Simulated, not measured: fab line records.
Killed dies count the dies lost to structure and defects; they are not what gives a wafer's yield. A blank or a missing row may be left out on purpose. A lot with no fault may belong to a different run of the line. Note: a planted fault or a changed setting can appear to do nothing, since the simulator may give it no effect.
A struck lot beside a sound one | flow sky130 | 15 out of 708 route steps
Sound: these wafers, L222.2, L222.3, L222.6. Struck: wafer L227.4 (left out: L227.3, L227.5 of the same lot, which were not struck); the cause appears at the end.
For every step that has rows: the tool of each side, followed by ch and its chambers, followed by its first start. Under that, the readings that differ: sound wafers | struck wafers | difference of the means | sigmas: that difference in standard deviations of wafers without a fault.
alike: same words and numbers on both sides, and readings whose means sit less than 2 such deviations apart. not compared: any withheld reading, any reading some wafer has no value for, any bound like >300 that may hide the same value, and any number with overlapping values for which the record gives no deviation.
Wherever a step has rows on one side only, a row that says differs or no value, or a row with sigmas, the two part there. When numbers do not overlap yet have no deviation, they are printed without sigmas and do not part them. A reading that every wafer of one side lacks parts them only if that side has two wafers or more.

first, 8 steps without rows for these wafers: SKY_POLY_GATE_DEHYDRATE_05 (time 60 s); SKY_POLY_GATE_HMDS_06 (prime time 60 s); SKY_POLY_GATE_COAT_07 (resist thk 110 nm); SKY_POLY_GATE_COAT_08 (resist thk 450 nm); SKY_POLY_GATE_SOFTBAKE_09 (time 90 s); SKY_POLY_GATE_EXPOSE_10 (exposes mask P1M, target cd 150 nm); SKY_POLY_GATE_PEB_11; SKY_POLY_GATE_DEVELOP_12 (develop time 60 s).
SKY_POLY_GATE_CD_MEAS_13: the cd target is 150 nm.
  sound on cdSem-01, day 18 18:40; struck on cdSem-01, day 20 22:20
reading   | sound             | struck | difference | sigmas
cdNm (nm) | 150.5 148.8 149.1 | 152.6  | +3.1       | +2
SKY_POLY_GATE_OVL_MEAS_14:
  sound on overlay-01, day 18 18:46; struck on overlay-02, day 20 22:26
  alike: POLY_GATE_OVL
SKY_POLY_GATE_ETCH_15: etches BARC in N2/H2, stops on SiO2, time 118.5 s, target depth 110 nm.
  sound on rieDiel-04 ch 2,3, day 18 18:48; struck on rieDiel-04 ch 2, day 20 22:27
  alike: drypumpMotorCurrentA, oesProductAu, runLengthS, throttleValvePct
  not compared: rfHoursCounterH
SKY_POLY_GATE_ETCH_16: etches Si3N4 in CH3F/O2, stops on poly-Si, time 147.5 s, target depth 75 nm.
  sound on rieDiel-04 ch 2,3, day 18 18:53; struck on rieDiel-04 ch 2, day 20 22:32
  alike: drypumpMotorCurrentA, oesProductAu, runLengthS, throttleValvePct
  not compared: rfHoursCounterH
SKY_POLY_GATE_ETCH_17: etches poly-Si in HBr/Cl2, stops on SiO2, target depth 180 nm, time 70.5 s.
  sound on rieSi-01 ch 0,3, day 18 18:59; struck on rieSi-01 ch 3, day 20 22:38
reading                                         | sound             | struck | difference | sigmas
oesProductAu (a.u.)                             | 0.986 0.983 0.993 | 0.967  | -0.020     | -3
runLengthS (s)                                  | 99.7 99.2 98.6    | 102.9  | +3.7       | +10
model.KrF-thick_of_POLY_GATE_COAT_08.thkNm (nm) | 139 134.5 137     | 130.9  | -5.9       | 
model.SiO2_of_SONOS_ONO_CVD_04.thkNm (nm)       | 4.235 4.267 4.343 | 3.929  | -0.353     | 
  alike: drypumpMotorCurrentA, throttleValvePct
  not compared: rfHoursCounterH
SKY_POLY_GATE_STRIP_18: strips in O2/N2.
  sound on plasmaAsher-01 ch 0,1, day 18 19:02; struck on plasmaAsher-03 ch 1, day 20 22:43
reading                  | sound             | struck | difference | sigmas
drypumpMotorCurrentA (A) | 5.9 5.7 5.7       | 6.5    | +0.7       | +2
stripTimeToEndpointS (s) | 3.148 3.122 3.140 | 3.074  | -0.063     | -2
  alike: o2FlowSccm, oesProductAu
  not compared: rfHoursCounterH
after that, 1 step had no rows for these wafers: SKY_PAD_OPEN_PROBE_99.

== WHERE THEY PART ==
Last at SKY_POLY_GATE_STRIP_18 as far as this record goes, first at SKY_POLY_GATE_CD_MEAS_13.

WHY: what the simulator had put in
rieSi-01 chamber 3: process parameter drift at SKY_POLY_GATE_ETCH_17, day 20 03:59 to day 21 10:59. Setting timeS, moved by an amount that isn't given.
